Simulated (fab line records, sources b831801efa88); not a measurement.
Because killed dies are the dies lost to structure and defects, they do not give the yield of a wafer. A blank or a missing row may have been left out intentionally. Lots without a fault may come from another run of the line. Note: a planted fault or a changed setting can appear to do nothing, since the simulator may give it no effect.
Split-lot study || flow sky130 || 5 lots, 23 wafers read, on a route of 708 steps

## THE SPLIT ITSELF
At SKY_VIA4_EXPOSE_08 (exposes mask VIM4, target cd 800 nm), the setting dose mj was moved away from the recipe's 132 on 5 of the 23 wafers read, by -4.1% to +3.6%. All remaining wafers had this setting at the recipe value.

## FROM THE SPLIT TO THE READING: what the file shows between them, 2 steps
- SKY_VIA4_PEB_09
- SKY_VIA4_DEVELOP_10: develop time 60 s

## THE READING
VIA4.cd nm (the simulator's own value, which no gauge read), in nm, at SKY_VIA4_ETCH_12 (etches SiO2 in C4F8/O2/Ar, stops on TiN, target depth 580 nm). There is no usual value for it anywhere in the file. Here, 18 wafers ran the recipe; their average is 800.2 nm with a standard deviation of 2.4 nm.

{"wafer": "L077.1", "tool, chamber at the split": "iline stepper-02, 0", "dose mj as run": 132, "against the recipe": "recipe", "VIA4.cd nm, nm": 802.3, "against lot-mates on the recipe": "-"}
{"wafer": "L077.2", "tool, chamber at the split": "iline stepper-02, 0", "dose mj as run": 132, "against the recipe": "recipe", "VIA4.cd nm, nm": 801.1, "against lot-mates on the recipe": "-"}
{"wafer": "L077.3", "tool, chamber at the split": "iline stepper-02, 0", "dose mj as run": 132, "against the recipe": "recipe", "VIA4.cd nm, nm": 805.9, "against lot-mates on the recipe": "-"}
{"wafer": "L077.4", "tool, chamber at the split": "iline stepper-02, 0", "dose mj as run": 132, "against the recipe": "recipe", "VIA4.cd nm, nm": 801.4, "against lot-mates on the recipe": "-"}
{"wafer": "L077.5", "tool, chamber at the split": "iline stepper-02, 0", "dose mj as run": 132, "against the recipe": "recipe", "VIA4.cd nm, nm": 803.3, "against lot-mates on the recipe": "-"}
{"wafer": "L079.1", "tool, chamber at the split": "iline stepper-01, 0", "dose mj as run": 132, "against the recipe": "recipe", "VIA4.cd nm, nm": 800.6, "against lot-mates on the recipe": "-"}
{"wafer": "L079.2", "tool, chamber at the split": "iline stepper-01, 0", "dose mj as run": 126.6, "against the recipe": "-4.1%", "VIA4.cd nm, nm": 788, "against lot-mates on the recipe": -13.6}
{"wafer": "L079.3", "tool, chamber at the split": "iline stepper-01, 0", "dose mj as run": 126.6, "against the recipe": "-4.1%", "VIA4.cd nm, nm": 789, "against lot-mates on the recipe": -12.6}
{"wafer": "L079.4", "tool, chamber at the split": "iline stepper-01, 0", "dose mj as run": 132, "against the recipe": "recipe", "VIA4.cd nm, nm": 803.1, "against lot-mates on the recipe": "-"}
{"wafer": "L079.5", "tool, chamber at the split": "iline stepper-01, 0", "dose mj as run": 132, "against the recipe": "recipe", "VIA4.cd nm, nm": 801, "against lot-mates on the recipe": "-"}
{"wafer": "L080.2", "tool, chamber at the split": "iline stepper-01, 0", "dose mj as run": 132, "against the recipe": "recipe", "VIA4.cd nm, nm": 800.3, "against lot-mates on the recipe": "-"}
{"wafer": "L080.3", "tool, chamber at the split": "iline stepper-01, 0", "dose mj as run": 132, "against the recipe": "recipe", "VIA4.cd nm, nm": 798.9, "against lot-mates on the recipe": "-"}
{"wafer": "L080.4", "tool, chamber at the split": "iline stepper-01, 0", "dose mj as run": 132, "against the recipe": "recipe", "VIA4.cd nm, nm": 800.1, "against lot-mates on the recipe": "-"}
{"wafer": "L080.5", "tool, chamber at the split": "iline stepper-01, 0", "dose mj as run": 132, "against the recipe": "recipe", "VIA4.cd nm, nm": 800.1, "against lot-mates on the recipe": "-"}
{"wafer": "L080.6", "tool, chamber at the split": "iline stepper-01, 0", "dose mj as run": 132, "against the recipe": "recipe", "VIA4.cd nm, nm": 799.1, "against lot-mates on the recipe": "-"}
{"wafer": "L083.1", "tool, chamber at the split": "iline stepper-01, 0", "dose mj as run": 136.8, "against the recipe": "+3.6%", "VIA4.cd nm, nm": 806.1, "against lot-mates on the recipe": "+9.3"}
{"wafer": "L083.3", "tool, chamber at the split": "iline stepper-01, 0", "dose mj as run": 136.8, "against the recipe": "+3.6%", "VIA4.cd nm, nm": 804.5, "against lot-mates on the recipe": "+7.7"}
{"wafer": "L083.4", "tool, chamber at the split": "iline stepper-01, 0", "dose mj as run": 132, "against the recipe": "recipe", "VIA4.cd nm, nm": 795.9, "against lot-mates on the recipe": "-"}
{"wafer": "L083.5", "tool, chamber at the split": "iline stepper-01, 0", "dose mj as run": 136.8, "against the recipe": "+3.6%", "VIA4.cd nm, nm": 804.3, "against lot-mates on the recipe": "+7.5"}
{"wafer": "L083.6", "tool, chamber at the split": "iline stepper-01, 0", "dose mj as run": 132, "against the recipe": "recipe", "VIA4.cd nm, nm": 797.7, "against lot-mates on the recipe": "-"}
{"wafer": "L085.1", "tool, chamber at the split": "iline stepper-02, 0", "dose mj as run": 132, "against the recipe": "recipe", "VIA4.cd nm, nm": 796.2, "against lot-mates on the recipe": "-"}
{"wafer": "L085.2", "tool, chamber at the split": "iline stepper-02, 0", "dose mj as run": 132, "against the recipe": "recipe", "VIA4.cd nm, nm": 799.2, "against lot-mates on the recipe": "-"}
{"wafer": "L085.4", "tool, chamber at the split": "iline stepper-02, 0", "dose mj as run": 132, "against the recipe": "recipe", "VIA4.cd nm, nm": 798.1, "against lot-mates on the recipe": "-"}

THE FIT
A straight line over all 23 wafers: VIA4.cd nm changes by +2.04 nm for each +1% of dose mj; r = +0.82; the points scatter about the line by 2.6 nm.
The same after taking each lot's own level away (the mean of its wafers on the recipe; 23 wafers): +2.69 nm for each +1%; r = +0.96; scatter 1.4 nm.
Per that fit: largest dose mj move, reading shift of 11 nm.
Across the lots, their own levels run from 796.80 to 802.80 nm, a range of 2.5 times the standard deviation given above.
So the lot-to-lot level changes the slope: the two fits differ.
Check: for one of the wafers moved furthest among these (-4.1%), held out of the fit, the line's prediction against its lot-mates is -10.5 nm. It came out at -13.6 nm against them.

## OTHER SPLITS APPLIED TO THESE WAFERS
Note: prior to the reading, these wafers also went through further splits. Each is held against what the fit with the lots' levels taken away leaves over:
{"other split on the same wafers": "SKY_CAPM_DEVELOP_11 dev temp c", "wafers away from the commonest value": 8, "r with VIA4.cd nm (lot level and that fit taken away)": "+0.18"}
{"other split on the same wafers": "SKY_VIA3_HDPCVD_00 time s", "wafers away from the commonest value": 6, "r with VIA4.cd nm (lot level and that fit taken away)": "+0.13"}
{"other split on the same wafers": "SKY_VIA3_STRIP_16 pressure mtorr", "wafers away from the commonest value": 18, "r with VIA4.cd nm (lot level and that fit taken away)": -0.21}
{"other split on the same wafers": "SKY_CAP2M_COAT_07 resist thk nm", "wafers away from the commonest value": 10, "r with VIA4.cd nm (lot level and that fit taken away)": -0.17}
{"other split on the same wafers": "SKY_CAP2M_METAL_ETCH_13 time s", "wafers away from the commonest value": 7, "r with VIA4.cd nm (lot level and that fit taken away)": "+0.02"}
{"other split on the same wafers": "SKY_METAL4_DEVELOP_12 develop time s", "wafers away from the commonest value": 9, "r with VIA4.cd nm (lot level and that fit taken away)": "+0.11"}
{"other split on the same wafers": "SKY_METAL4_METAL_ETCH_18 bias w", "wafers away from the commonest value": 11, "r with VIA4.cd nm (lot level and that fit taken away)": "+0.03"}
{"other split on the same wafers": "SKY_VIA4_HDPCVD_00 time s", "wafers away from the commonest value": 8, "r with VIA4.cd nm (lot level and that fit taken away)": "+0.11"}

## FILE'S OWN FIT
VIA4.cd nm changes by +2.78 nm for each +1% of dose mj, r = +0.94.
